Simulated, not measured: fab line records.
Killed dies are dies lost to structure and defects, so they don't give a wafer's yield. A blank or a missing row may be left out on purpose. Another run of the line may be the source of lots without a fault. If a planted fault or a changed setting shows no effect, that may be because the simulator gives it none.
Which of the tools did it?	flow sky130	11 lots, 33 wafers sampled, at 2 steps of a route of 708

## WHAT THE GAUGES READ, wafer by wafer
SKY_VT_ADJUST_HVTP_CD_MEAS_07 targets a cd of 380 nm.
lot	measured	on	cd-nm (nm)
L620	day 5 22:46	cd-sem-01	381.4 381.8 380.0
L621	day 6 00:35	cd-sem-02	380.0 381.3 381.0
L623	day 7 05:45	cd-sem-01	382.8 380.9 381.9
L624	day 7 10:00	cd-sem-02	381.5 376.0 376.8
L628	day 8 07:39	cd-sem-02	383.0 387.2 383.7
L629	day 8 10:51	cd-sem-02	380.6 379.5 382.1
L630	day 8 18:38	cd-sem-01	- - -
L632	day 9 06:31	cd-sem-02	383.7 382.1 381.2
L640	day 11 23:16	cd-sem-02	380.3 380.7 381.6
L641	day 11 22:29	cd-sem-01	377.5 381.3 378.3
L643	day 12 05:29	cd-sem-01	381.8 382.2 381.9

## WHAT TOOL EACH LOT RAN ON (gives the tool, then ch and the chambers of the sampled wafers, and finally the start)
lot	SKY_VT_ADJUST_HVTP_EXPOSE_04
L620	iline-stepper-01 ch 0, day 5 13:41
L621	iline-stepper-01 ch 0, day 5 15:49
L623	iline-stepper-01 ch 0, day 6 20:09
L624	iline-stepper-01 ch 0, day 7 00:08
L628	iline-stepper-01 ch 0, day 7 21:31
L629	iline-stepper-01 ch 0, day 8 00:55
L630	iline-stepper-01 ch 0, day 8 08:37
L632	iline-stepper-01 ch 0, day 8 20:04
L640	iline-stepper-02 ch 0, day 11 12:05
L641	iline-stepper-01 ch 0, day 11 11:13
L643	iline-stepper-01 ch 0, day 11 17:43
- SKY_VT_ADJUST_HVTP_EXPOSE_04: exposes mask HVTPM, target cd 380 nm.

## THE ANSWER, worked out from the rows above alone
Rule: the lots themselves supply what counts as usual. Put in order of their means at a reading, lots are off if they are a third of the lots or fewer, leave a main group of 4 or more, and stand apart from it by a gap of 3 or more times the standard deviation of the main group's means; of several such gaps the widest counts. A main group whose means are all the same, to the digits that the tables above print for the reading, isn't used. Also off: a lot with no number at a reading for which 4 or more lots have one. Where the step has rows for the other lots, those lots are counted as sound.
Off at SKY_VT_ADJUST_HVTP_CD_MEAS_07 (cd-nm): L630. Without a number there: L630. For the main group the mean is 381.1 nm and the standard deviation 1.7.
If a tool, at a process step before that reading, ran all the lots that are off and no sound lot after the first of them, it fits. Those tools and the gauges at SKY_VT_ADJUST_HVTP_CD_MEAS_07 are tried in the same way. Not one of the candidates tried fits.

## WHAT THE SIMULATOR HAD INSERTED
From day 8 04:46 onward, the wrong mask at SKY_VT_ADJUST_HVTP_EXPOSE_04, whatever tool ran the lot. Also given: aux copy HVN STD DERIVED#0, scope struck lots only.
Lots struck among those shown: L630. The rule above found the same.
